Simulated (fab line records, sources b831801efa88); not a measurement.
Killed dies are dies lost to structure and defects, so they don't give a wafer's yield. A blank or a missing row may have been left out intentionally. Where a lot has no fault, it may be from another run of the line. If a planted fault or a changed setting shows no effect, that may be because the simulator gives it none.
Which tool was responsible? || flow gf180mcu || 13 lots, 39 wafers sampled, at 5 steps of a route of 602

== WHAT THE GAUGES READ, wafer by wafer ==
GF_PASSIVATION_THK_MEAS_01. Usual: PASSIVATION_CVD_00_THK gives 1003 nm (standard deviation 14).
{"lot": "L868", "measured": "day 28 06:07", "on": "film-metro-04", "PASSIVATION_CVD_00_THK (nm)": "984 1000 1006", "flag": ""}
{"lot": "L869", "measured": "day 28 11:59", "on": "film-metro-03", "PASSIVATION_CVD_00_THK (nm)": "995 1005 1017", "flag": ""}
{"lot": "L872", "measured": "day 29 11:29", "on": "film-metro-03", "PASSIVATION_CVD_00_THK (nm)": "1017 1013 1028", "flag": ""}
{"lot": "L875", "measured": "day 30 11:25", "on": "film-metro-03", "PASSIVATION_CVD_00_THK (nm)": "1006 1737 1030", "flag": "OFF"}
{"lot": "L877", "measured": "day 31 07:51", "on": "film-metro-03", "PASSIVATION_CVD_00_THK (nm)": "1003 1001 1720", "flag": "OFF"}
{"lot": "L879", "measured": "day 31 13:07", "on": "film-metro-04", "PASSIVATION_CVD_00_THK (nm)": "976 998 1008", "flag": ""}
{"lot": "L882", "measured": "day 32 11:09", "on": "film-metro-01", "PASSIVATION_CVD_00_THK (nm)": "984 963 983", "flag": ""}
{"lot": "L884", "measured": "day 32 17:38", "on": "film-metro-03", "PASSIVATION_CVD_00_THK (nm)": "999 1008 1013", "flag": ""}
{"lot": "L883", "measured": "day 33 00:22", "on": "film-metro-01", "PASSIVATION_CVD_00_THK (nm)": "986 1003 1005", "flag": ""}
{"lot": "L887", "measured": "day 33 17:32", "on": "film-metro-03", "PASSIVATION_CVD_00_THK (nm)": "992 1021 1013", "flag": ""}
{"lot": "L888", "measured": "day 33 20:55", "on": "film-metro-04", "PASSIVATION_CVD_00_THK (nm)": "962 979 982", "flag": ""}
{"lot": "L889", "measured": "day 34 01:20", "on": "film-metro-04", "PASSIVATION_CVD_00_THK (nm)": "1007 986 1007", "flag": ""}
{"lot": "L890", "measured": "day 34 10:09", "on": "film-metro-04", "PASSIVATION_CVD_00_THK (nm)": "994 1000 1013", "flag": ""}

== EACH LOT AND THE TOOL THAT RAN IT (in order: tool; ch and the chambers of the sampled wafers; start) ==
{"lot": "L868", "GF_MIM_SPUTTER_04": "pvd-sputter-01, day 24 18:43", "GF_TOP_METAL_SPUTTER_00": "pvd-sputter-03, day 27 09:36", "GF_TOP_METAL_SPUTTER_04": "pvd-sputter-03, day 27 09:47", "GF_PASSIVATION_CVD_00": "pecvd-04 ch 0,2, day 28 06:02"}
{"lot": "L869", "GF_MIM_SPUTTER_04": "pvd-sputter-03, day 24 23:29", "GF_TOP_METAL_SPUTTER_00": "pvd-sputter-01, day 27 15:55", "GF_TOP_METAL_SPUTTER_04": "pvd-sputter-01, day 27 16:06", "GF_PASSIVATION_CVD_00": "pecvd-01 ch 0,2, day 28 11:55"}
{"lot": "L872", "GF_MIM_SPUTTER_04": "pvd-sputter-03, day 26 01:19", "GF_TOP_METAL_SPUTTER_00": "pvd-sputter-01, day 28 16:08", "GF_TOP_METAL_SPUTTER_04": "pvd-sputter-01, day 28 16:20", "GF_PASSIVATION_CVD_00": "pecvd-04 ch 0,2, day 29 11:23"}
{"lot": "L875", "GF_MIM_SPUTTER_04": "pvd-sputter-03, day 27 01:35", "GF_TOP_METAL_SPUTTER_00": "pvd-sputter-01, day 29 16:22", "GF_TOP_METAL_SPUTTER_04": "pvd-sputter-01, day 29 16:34", "GF_PASSIVATION_CVD_00": "pecvd-01 ch 0,1,2, day 30 11:17"}
{"lot": "L877", "GF_MIM_SPUTTER_04": "pvd-sputter-01, day 28 02:11", "GF_TOP_METAL_SPUTTER_00": "pvd-sputter-04, day 30 13:35", "GF_TOP_METAL_SPUTTER_04": "pvd-sputter-04, day 30 13:46", "GF_PASSIVATION_CVD_00": "pecvd-01 ch 0,1,2, day 31 07:46"}
{"lot": "L879", "GF_MIM_SPUTTER_04": "pvd-sputter-01, day 28 06:01", "GF_TOP_METAL_SPUTTER_00": "pvd-sputter-01, day 30 18:18", "GF_TOP_METAL_SPUTTER_04": "pvd-sputter-01, day 30 18:29", "GF_PASSIVATION_CVD_00": "pecvd-04 ch 0,1,2, day 31 13:02"}
{"lot": "L882", "GF_MIM_SPUTTER_04": "pvd-sputter-03, day 29 08:59", "GF_TOP_METAL_SPUTTER_00": "pvd-sputter-04, day 31 17:27", "GF_TOP_METAL_SPUTTER_04": "pvd-sputter-04, day 31 17:38", "GF_PASSIVATION_CVD_00": "pecvd-04 ch 0,2, day 32 11:04"}
{"lot": "L884", "GF_MIM_SPUTTER_04": "pvd-sputter-02, day 29 16:35", "GF_TOP_METAL_SPUTTER_00": "pvd-sputter-04, day 31 23:48", "GF_TOP_METAL_SPUTTER_04": "pvd-sputter-04, day 31 23:59", "GF_PASSIVATION_CVD_00": "pecvd-04 ch 0,1,2, day 32 17:32"}
{"lot": "L883", "GF_MIM_SPUTTER_04": "pvd-sputter-03, day 29 21:53", "GF_TOP_METAL_SPUTTER_00": "pvd-sputter-01, day 32 07:00", "GF_TOP_METAL_SPUTTER_04": "pvd-sputter-01, day 32 07:11", "GF_PASSIVATION_CVD_00": "pecvd-03 ch 0,1,2, day 33 00:17"}
{"lot": "L887", "GF_MIM_SPUTTER_04": "pvd-sputter-02, day 30 18:43", "GF_TOP_METAL_SPUTTER_00": "pvd-sputter-01, day 33 00:34", "GF_TOP_METAL_SPUTTER_04": "pvd-sputter-01, day 33 00:46", "GF_PASSIVATION_CVD_00": "pecvd-03 ch 0,1,2, day 33 17:27"}
{"lot": "L888", "GF_MIM_SPUTTER_04": "pvd-sputter-01, day 30 22:32", "GF_TOP_METAL_SPUTTER_00": "pvd-sputter-01, day 33 04:04", "GF_TOP_METAL_SPUTTER_04": "pvd-sputter-01, day 33 04:16", "GF_PASSIVATION_CVD_00": "pecvd-03 ch 0,1,2, day 33 20:50"}
{"lot": "L889", "GF_MIM_SPUTTER_04": "pvd-sputter-03, day 31 05:34", "GF_TOP_METAL_SPUTTER_00": "pvd-sputter-03, day 33 09:19", "GF_TOP_METAL_SPUTTER_04": "pvd-sputter-03, day 33 09:31", "GF_PASSIVATION_CVD_00": "pecvd-03 ch 0,1,2, day 34 01:14"}
{"lot": "L890", "GF_MIM_SPUTTER_04": "pvd-sputter-01, day 31 14:14", "GF_TOP_METAL_SPUTTER_00": "pvd-sputter-01, day 33 18:23", "GF_TOP_METAL_SPUTTER_04": "pvd-sputter-01, day 33 18:34", "GF_PASSIVATION_CVD_00": "pecvd-01 ch 0,1,2, day 34 10:04"}
- GF_MIM_SPUTTER_04: material TiN, target thk 50 nm, time 41.7 s.
- GF_TOP_METAL_SPUTTER_00: material Ti, target thk 37.5 nm, time 150 s.
- GF_TOP_METAL_SPUTTER_04: material TiN, target thk 25 nm, time 20.8 s.
- GF_PASSIVATION_CVD_00: deposits SiO2 from TEOS, target thk 1000 nm, time 111.95 s.

== WHAT THE TOOLS THEMSELVES READ (means of the sampled wafers that have a number; where no wafer has one, the mark that the record gives instead) ==
GF_MIM_SPUTTER_04. Usual: 29.7 % for throttle-valve-pct, sd 1.1.
{"lot": "L868", "tool": "pvd-sputter-01", "throttle-valve-pct (%)": 30.2, "flag": ""}
{"lot": "L869", "tool": "pvd-sputter-03", "throttle-valve-pct (%)": 28.7, "flag": ""}
{"lot": "L872", "tool": "pvd-sputter-03", "throttle-valve-pct (%)": 29.5, "flag": ""}
{"lot": "L875", "tool": "pvd-sputter-03", "throttle-valve-pct (%)": 29.3, "flag": ""}
{"lot": "L877", "tool": "pvd-sputter-01", "throttle-valve-pct (%)": 30.2, "flag": ""}
{"lot": "L879", "tool": "pvd-sputter-01", "throttle-valve-pct (%)": 29.5, "flag": ""}
{"lot": "L882", "tool": "pvd-sputter-03", "throttle-valve-pct (%)": 29.7, "flag": ""}
{"lot": "L884", "tool": "pvd-sputter-02", "throttle-valve-pct (%)": 30.0, "flag": ""}
{"lot": "L883", "tool": "pvd-sputter-03", "throttle-valve-pct (%)": 28.4, "flag": ""}
{"lot": "L887", "tool": "pvd-sputter-02", "throttle-valve-pct (%)": 30.3, "flag": ""}
{"lot": "L888", "tool": "pvd-sputter-01", "throttle-valve-pct (%)": 30.4, "flag": ""}
{"lot": "L889", "tool": "pvd-sputter-03", "throttle-valve-pct (%)": 29.5, "flag": ""}
{"lot": "L890", "tool": "pvd-sputter-01", "throttle-valve-pct (%)": 30.5, "flag": ""}

GF_TOP_METAL_SPUTTER_00. Usual: 29.9 % for throttle-valve-pct, sd 1.1.
{"lot": "L868", "tool": "pvd-sputter-03", "throttle-valve-pct (%)": 29.8, "flag": ""}
{"lot": "L869", "tool": "pvd-sputter-01", "throttle-valve-pct (%)": 30.2, "flag": ""}
{"lot": "L872", "tool": "pvd-sputter-01", "throttle-valve-pct (%)": 30.3, "flag": ""}
{"lot": "L875", "tool": "pvd-sputter-01", "throttle-valve-pct (%)": 31.1, "flag": ""}
{"lot": "L877", "tool": "pvd-sputter-04", "throttle-valve-pct (%)": 29.7, "flag": ""}
{"lot": "L879", "tool": "pvd-sputter-01", "throttle-valve-pct (%)": 30.8, "flag": ""}
{"lot": "L882", "tool": "pvd-sputter-04", "throttle-valve-pct (%)": 29.7, "flag": ""}
{"lot": "L884", "tool": "pvd-sputter-04", "throttle-valve-pct (%)": 29.1, "flag": ""}
{"lot": "L883", "tool": "pvd-sputter-01", "throttle-valve-pct (%)": 30.3, "flag": ""}
{"lot": "L887", "tool": "pvd-sputter-01", "throttle-valve-pct (%)": 30.5, "flag": ""}
{"lot": "L888", "tool": "pvd-sputter-01", "throttle-valve-pct (%)": 29.8, "flag": ""}
{"lot": "L889", "tool": "pvd-sputter-03", "throttle-valve-pct (%)": 29.1, "flag": ""}
{"lot": "L890", "tool": "pvd-sputter-01", "throttle-valve-pct (%)": 30.6, "flag": ""}

GF_TOP_METAL_SPUTTER_04. Usual: 29.9 % for throttle-valve-pct, sd 1.1.
{"lot": "L868", "tool": "pvd-sputter-03", "throttle-valve-pct (%)": 29.6, "flag": ""}
{"lot": "L869", "tool": "pvd-sputter-01", "throttle-valve-pct (%)": 30.2, "flag": ""}
{"lot": "L872", "tool": "pvd-sputter-01", "throttle-valve-pct (%)": 30.1, "flag": ""}
{"lot": "L875", "tool": "pvd-sputter-01", "throttle-valve-pct (%)": 31.0, "flag": ""}
{"lot": "L877", "tool": "pvd-sputter-04", "throttle-valve-pct (%)": 29.8, "flag": ""}
{"lot": "L879", "tool": "pvd-sputter-01", "throttle-valve-pct (%)": 30.8, "flag": ""}
{"lot": "L882", "tool": "pvd-sputter-04", "throttle-valve-pct (%)": 29.7, "flag": ""}
{"lot": "L884", "tool": "pvd-sputter-04", "throttle-valve-pct (%)": 29.0, "flag": ""}
{"lot": "L883", "tool": "pvd-sputter-01", "throttle-valve-pct (%)": 30.3, "flag": ""}
{"lot": "L887", "tool": "pvd-sputter-01", "throttle-valve-pct (%)": 30.4, "flag": ""}
{"lot": "L888", "tool": "pvd-sputter-01", "throttle-valve-pct (%)": 29.8, "flag": ""}
{"lot": "L889", "tool": "pvd-sputter-03", "throttle-valve-pct (%)": 29.0, "flag": ""}
{"lot": "L890", "tool": "pvd-sputter-01", "throttle-valve-pct (%)": 30.4, "flag": ""}

GF_PASSIVATION_CVD_00. Usual: heater-power-w 638 W, standard deviation 81; run-length-s 139.7 s, standard deviation 0.53.
{"lot": "L868", "tool": "pecvd-04", "heater-power-w (W)": 685, "run-length-s (s)": 139.3, "flag": ""}
{"lot": "L869", "tool": "pecvd-01", "heater-power-w (W)": 612, "run-length-s (s)": 140.3, "flag": ""}
{"lot": "L872", "tool": "pecvd-04", "heater-power-w (W)": 685, "run-length-s (s)": 139.6, "flag": ""}
{"lot": "L875", "tool": "pecvd-01", "heater-power-w (W)": 702, "run-length-s (s)": 166.3, "flag": "OFF"}
{"lot": "L877", "tool": "pecvd-01", "heater-power-w (W)": 688, "run-length-s (s)": 166.4, "flag": "OFF"}
{"lot": "L879", "tool": "pecvd-04", "heater-power-w (W)": 711, "run-length-s (s)": 139.5, "flag": ""}
{"lot": "L882", "tool": "pecvd-04", "heater-power-w (W)": 699, "run-length-s (s)": 139.5, "flag": ""}
{"lot": "L884", "tool": "pecvd-04", "heater-power-w (W)": 660, "run-length-s (s)": 139.6, "flag": ""}
{"lot": "L883", "tool": "pecvd-03", "heater-power-w (W)": 553, "run-length-s (s)": 139.8, "flag": ""}
{"lot": "L887", "tool": "pecvd-03", "heater-power-w (W)": 576, "run-length-s (s)": 139.9, "flag": ""}
{"lot": "L888", "tool": "pecvd-03", "heater-power-w (W)": 551, "run-length-s (s)": 139.8, "flag": ""}
{"lot": "L889", "tool": "pecvd-03", "heater-power-w (W)": 559, "run-length-s (s)": 139.8, "flag": ""}
{"lot": "L890", "tool": "pecvd-01", "heater-power-w (W)": 688, "run-length-s (s)": 139.6, "flag": ""}

== THE ANSWER, worked out from the rows above alone ==
Rule: take the mean of a lot's wafers that have a number; if it is more than 3 standard deviations from the usual mean, the lot is off. A lot without any number at a reading at which 4 lots or more have one is off too. The other lots that the step has rows for count as sound. Order of review: gauges by route order, followed by the tools' own readings, for which a lot's mean as printed above is used. At the first step where some lot is off, the reading lying furthest off is the one used; lots without a number count as furthest.
Off: L875, L877, at GF_PASSIVATION_THK_MEAS_01 (PASSIVATION_CVD_00_THK).
A tool fits if, at a process step before that reading, it ran every lot that is off, and no sound lot after the first of them. The gauges at GF_PASSIVATION_THK_MEAS_01 aren't tried: what is off there is off at GF_PASSIVATION_CVD_00 too, on other tools, and a gauge's error can't cause that. Of those tried, none fits.

== WHAT HAD BEEN PUT IN BY THE SIMULATOR ==
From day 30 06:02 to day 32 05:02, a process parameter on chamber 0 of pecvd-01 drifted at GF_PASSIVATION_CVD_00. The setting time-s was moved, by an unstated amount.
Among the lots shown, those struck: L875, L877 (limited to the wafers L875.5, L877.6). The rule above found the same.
